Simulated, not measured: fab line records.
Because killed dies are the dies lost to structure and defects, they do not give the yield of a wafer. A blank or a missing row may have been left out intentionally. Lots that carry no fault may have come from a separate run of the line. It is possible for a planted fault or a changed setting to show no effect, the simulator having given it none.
Split-lot experiment + flow gf180mcu + on a route of 602 steps: 5 lots, 23 wafers read

## THE SPLIT
At GF_STI_COAT_07 (resist thk 700 nm), the setting resistThkNm was moved away from the recipe's 700 nm on 5 of the 23 wafers read, by -4.4% to +2.8%. The other wafers ran this setting at the recipe's value.

## THE PATH FROM SPLIT TO READING: the file shows 1 step between them
- GF_STI_ETCH_13: etches the open film in CHF3/O2, stops on Si, target depth 282.31 nm, time 112.9 s (also split here: overEtchFrac)

## THE READING
KrF_of_STI_COAT_07.thkNm (the simulator's own value, which no gauge read), in nm, at GF_STI_ETCH_14 (etches Si in HBr/Cl2/O2, target depth 360 nm, time 102.9 s). The file gives no usual value for it. Here, 18 wafers ran the recipe; their average is 318.1 nm with a standard deviation of 8.9 nm.

| wafer  | tool, chamber at the split | resistThkNm as run, nm | against the recipe | KrF_of_STI_COAT_07.thkNm, nm | against lot-mates on the recipe |
|--------|----------------------------|------------------------|--------------------|------------------------------|---------------------------------|
| L074.1 | lithoTrack-01, 0           | 700                    | recipe             | 330.1                        | -                               |
| L074.3 | lithoTrack-01, 0           | 700                    | recipe             | 327.7                        | -                               |
| L074.4 | lithoTrack-01, 0           | 700                    | recipe             | 320                          | -                               |
| L074.5 | lithoTrack-01, 0           | 700                    | recipe             | 327.9                        | -                               |
| L074.6 | lithoTrack-01, 0           | 700                    | recipe             | 335.4                        | -                               |
| L076.1 | lithoTrack-02, 0           | 700                    | recipe             | 320.2                        | -                               |
| L076.4 | lithoTrack-02, 0           | 700                    | recipe             | 319.7                        | -                               |
| L076.5 | lithoTrack-02, 0           | 700                    | recipe             | 319.3                        | -                               |
| L080.1 | lithoTrack-02, 0           | 700                    | recipe             | 319.8                        | -                               |
| L080.2 | lithoTrack-02, 0           | 700                    | recipe             | 307.8                        | -                               |
| L080.4 | lithoTrack-02, 0           | 700                    | recipe             | 320.5                        | -                               |
| L080.5 | lithoTrack-02, 0           | 700                    | recipe             | 309.1                        | -                               |
| L080.6 | lithoTrack-02, 0           | 700                    | recipe             | 308                          | -                               |
| L083.1 | lithoTrack-04, 0           | 669.1                  | -4.4%              | 280.6                        | -36.9                           |
| L083.2 | lithoTrack-04, 0           | 669.1                  | -4.4%              | 279.1                        | -38.4                           |
| L083.3 | lithoTrack-04, 0           | 700                    | recipe             | 309.8                        | -                               |
| L083.4 | lithoTrack-04, 0           | 700                    | recipe             | 322.6                        | -                               |
| L083.6 | lithoTrack-04, 0           | 700                    | recipe             | 320.1                        | -                               |
| L085.1 | lithoTrack-04, 0           | 700                    | recipe             | 304.8                        | -                               |
| L085.2 | lithoTrack-04, 0           | 719.7                  | +2.8%              | 338.4                        | +34.1                           |
| L085.4 | lithoTrack-04, 0           | 719.7                  | +2.8%              | 337.4                        | +33.1                           |
| L085.5 | lithoTrack-04, 0           | 719.7                  | +2.8%              | 324.1                        | +19.9                           |
| L085.6 | lithoTrack-04, 0           | 700                    | recipe             | 303.7                        | -                               |

THE FIT
A straight line over all 23 wafers: KrF_of_STI_COAT_07.thkNm changes by +7.42 nm for each +1% of resistThkNm; r = +0.82; the points scatter about the line by 8.9 nm.
The same after taking each lot's own level away (the mean of its wafers on the recipe; 23 wafers): +9.21 nm for each +1%; r = +0.95; scatter 5.1 nm.
The reading moves by 41 nm for the largest change in resistThkNm, on that fit.
Across the lots, their own levels run from 304.25 to 328.22 nm, a range of 2.7 times the standard deviation given above.
In other words, the slope is changed by the lot-to-lot level; the two fits disagree.
Check: with one of the wafers moved furthest among these (-4.4%) left out of the fit, the line predicts -41.7 nm for it against its lot-mates. Against them it came out at -36.9 nm.

## OTHER SPLITS APPLIED TO THESE WAFERS
These wafers also went through other splits before the reading. Each is held against what the fit with the lots' levels taken away leaves over:
| other split on the same wafers | wafers away from the commonest value | r with KrF_of_STI_COAT_07.thkNm (lot level and that fit taken away) |
|--------------------------------|--------------------------------------|---------------------------------------------------------------------|
| GF_STI_ETCH_13 overEtchFrac    | 9                                    | -0.52                                                               |

## THE WHOLE CHAIN: every reading that the file lists as answering this split, in the file's order
| step            | what it does                                                                       | reading                                                                   | change (the file's fit)              | r (the file's) |
|-----------------|------------------------------------------------------------------------------------|---------------------------------------------------------------------------|--------------------------------------|----------------|
| GF_STI_COAT_07  | resist thk 700 nm                                                                  | KrF_of_STI_COAT_07.thkNm (the simulator's own value, which no gauge read) | +6.72 nm for each +1% of the setting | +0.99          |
| GF_STI_ETCH_13  | etches the open film in CHF3/O2, stops on Si, target depth 282.31 nm, time 112.9 s | KrF_of_STI_COAT_07.thkNm (the simulator's own value, which no gauge read) | +9.16 nm for each +1% of the setting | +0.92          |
| GF_STI_ETCH_14  | etches Si in HBr/Cl2/O2, target depth 360 nm, time 102.9 s                         | KrF_of_STI_COAT_07.thkNm (the simulator's own value, which no gauge read) | +9.05 nm for each +1% of the setting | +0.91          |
| GF_STI_STRIP_15 | strips in O2/N2                                                                    | stripTimeToEndpointS                                                      | withheld for each +1% of the setting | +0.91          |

## FILE'S OWN FIT
KrF_of_STI_COAT_07.thkNm changes by +9.05 nm for each +1% of resistThkNm, r = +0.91.
